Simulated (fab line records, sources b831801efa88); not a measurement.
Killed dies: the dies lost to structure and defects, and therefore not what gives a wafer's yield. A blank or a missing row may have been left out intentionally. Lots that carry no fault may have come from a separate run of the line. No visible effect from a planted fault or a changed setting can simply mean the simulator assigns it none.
A single fault, viewed from 2 desks :: flow gf180mcu :: numbers are kept per desk, each desk with only its own; the story behind them comes last

## DESK OF THE TOOL OWNER: rie-diel-04
The tool's own readings at GF_CONTACT_ETCH_16 (etches BARC in N2/H2): means of the sampled wafers that have a number, for each lot that ran on this tool. Any lot whose mean is over 4 standard deviations away from the usual mean is out of limits and marked OUT; that distance is given in the brackets.
Columns: A = drypump-motor-current-A at GF_CONTACT_ETCH_16, usual 5.8 A; B = oes-product-au at GF_CONTACT_ETCH_16, usual 0.854 a.u.; C = throttle-valve-pct at GF_CONTACT_ETCH_16, usual 13.225 %
lot: L645
first seen here: day 15 19:30
A: 5.9
B: 0.854
C: 13.223

lot: L646
first seen here: day 16 01:24
A: 5.6
B: 0.858
C: 13.222

lot: L647
first seen here: day 16 10:48
A: 5.8
B: 0.853
C: 13.229

lot: L652
first seen here: day 19 13:52
A: 5.8
B: 0.852
C: 13.228

lot: L655
first seen here: day 20 09:19
A: 5.9
B: 0.859
C: 13.231

lot: L656
first seen here: day 20 12:22
A: 6.2
B: 0.856
C: 13.226

lot: L657
first seen here: day 20 20:36
A: 5.9
B: 0.862
C: 13.224

lot: L659
first seen here: day 21 09:15
A: 5.9
B: 0.856
C: 13.228
Result from this desk: across the 8 lots, nothing is out of limits.

## THE METROLOGY DESK
Means of the sampled wafers that have a number, per lot and without regard to the tool the lot ran on: this is what the gauges read. Any lot whose mean is over 4 standard deviations away from the usual mean is out of limits and marked OUT; that distance is given in the brackets.
Columns: A = TOP_METAL_ALCU_THK at GF_TOP_METAL_THK_MEAS_06, usual 898 nm
lot: L645
first seen here: day 27 01:26
A: 889

lot: L646
first seen here: day 27 05:31
A: 894

lot: L647
first seen here: day 27 14:47
A: 894

lot: L649
first seen here: day 28 12:35
A: 918

lot: L648
first seen here: day 28 16:34
A: 893

lot: L653
first seen here: day 30 00:58
A: 900

lot: L652
first seen here: day 30 04:23
A: 897

lot: L654
first seen here: day 30 14:33
A: 902

lot: L655
first seen here: day 30 17:46
A: 898

lot: L656
first seen here: day 30 20:07
A: 901

lot: L657
first seen here: day 31 03:41
A: 897

lot: L659
first seen here: day 31 10:08
A: 890

lot: L668
first seen here: day 33 13:19
A: 899
Result from this desk: across the 13 lots, nothing is out of limits.

## TAKEN TOGETHER
The desk of the tool owner found nothing out of limits.
At the metrology desk, nothing out of limits was observed.

## WHAT HAD BEEN PUT IN BY THE SIMULATOR
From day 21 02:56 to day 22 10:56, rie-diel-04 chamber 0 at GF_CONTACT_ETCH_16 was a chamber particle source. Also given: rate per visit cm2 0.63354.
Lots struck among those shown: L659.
